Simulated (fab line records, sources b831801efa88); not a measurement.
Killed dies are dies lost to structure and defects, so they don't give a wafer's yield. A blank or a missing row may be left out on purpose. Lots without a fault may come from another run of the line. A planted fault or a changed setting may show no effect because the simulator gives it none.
One fault seen from 2 desks | flow sfq_line | each desk has only its own numbers; what lay behind them comes last

THE METROLOGY DESK
What the gauges read, lot by lot, whatever tool the lot ran on: means of the sampled wafers that have a number. A lot is out of limits, marked OUT, if its mean lies more than 4 standard deviations from the usual mean; the brackets give that distance.
Columns: A = M1_NB_RS at SFQ_M1_RS_MEAS_909, usual 0.892 ohm/sq; B = M1_OVL at SFQ_M1_OVL_MEAS_911, usual -2 nm; C = I1_BOW at SFQ_I1_BOW_MEAS_912, usual 0 um; D = I1_OVL at SFQ_I1_OVL_MEAS_913, usual 0 nm; E = M2_NB_RS at SFQ_M2_RS_MEAS_914, usual 0.890 ohm/sq; F = M2_OVL at SFQ_M2_OVL_MEAS_916, usual -2 nm; G = M8_BOW at SFQ_M8_BOW_MEAS_951, usual 5 um
lot  | first seen here | A     | B  | C  | D  | E     | F  | G
L512 | day 12 21:29    | 0.898 | 5  | 5  | -3 | 0.899 | 1  | 16
L516 | day 14 02:28    | 0.886 | -0 | -5 | -1 | 0.882 | -8 | -7
L518 | day 14 21:31    | 0.894 | -4 | 2  | -7 | 0.894 | 3  | -1
L519 | day 15 01:17    | 0.892 | 12 | -9 | 6  | 0.896 | 1  | -7
L527 | day 16 23:53    | 0.888 | 0  | 1  | -4 | 0.888 | -9 | 2
This desk's finding: nothing out of limits on any of the 5 lots.

THE TOOL OWNER'S DESK: rie_metal-04
The tool's own readings at SFQ_TRILAYER_M1_ETCH_METAL_ETCH_042 (etches Nb in Cl2/Ar, stops on SiO2, target depth 240 nm, time 120 s): means of the sampled wafers that have a number, for each lot that ran on this tool. A lot is out of limits, marked OUT, if its mean lies more than 4 standard deviations from the usual mean; the brackets give that distance.
Columns: A = chamber_pressure_mTorr at SFQ_TRILAYER_M1_ETCH_METAL_ETCH_042, usual 10.001 mTorr; B = drypump_motor_current_A at SFQ_TRILAYER_M1_ETCH_METAL_ETCH_042, usual 5.8 A; C = oes_product_au at SFQ_TRILAYER_M1_ETCH_METAL_ETCH_042, usual 0.893 a.u.; D = rf_fwd_power_W at SFQ_TRILAYER_M1_ETCH_METAL_ETCH_042, usual 597.3 W; E = run_length_s at SFQ_TRILAYER_M1_ETCH_METAL_ETCH_042, usual 148.2 s
lot  | first seen here | A      | B   | C                | D     | E
L512 | day 15 13:18    | 10.007 | 5.9 | 0.891            | 598.4 | 148.6
L518 | day 17 13:18    | 10.004 | 5.9 | 0.927 (+4.4) OUT | 599.1 | 137.9 (-27) OUT
This desk's finding: out of limits on L518; first on L518, day 17 13:18 (oes_product_au at SFQ_TRILAYER_M1_ETCH_METAL_ETCH_042). In limits: L512.

PUT TOGETHER
The tool owner's desk could have raised an alarm at day 17 13:18, on L518.
The metrology desk saw nothing out of limits.
The metrology desk has L518 on record, within its limits.
Of the lots named, all ran SFQ_TRILAYER_M1_ETCH_METAL_ETCH_042 on rie_metal-04.

WHAT THE SIMULATOR HAD PUT IN
Process parameter drift: rie_metal-04, from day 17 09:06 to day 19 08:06, at SFQ_TRILAYER_M1_ETCH_METAL_ETCH_042. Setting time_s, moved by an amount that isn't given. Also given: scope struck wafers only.
Lots struck among those shown: L518.
Hours from the fault's start to each desk's first reading out of limits: the tool owner's desk, 4.
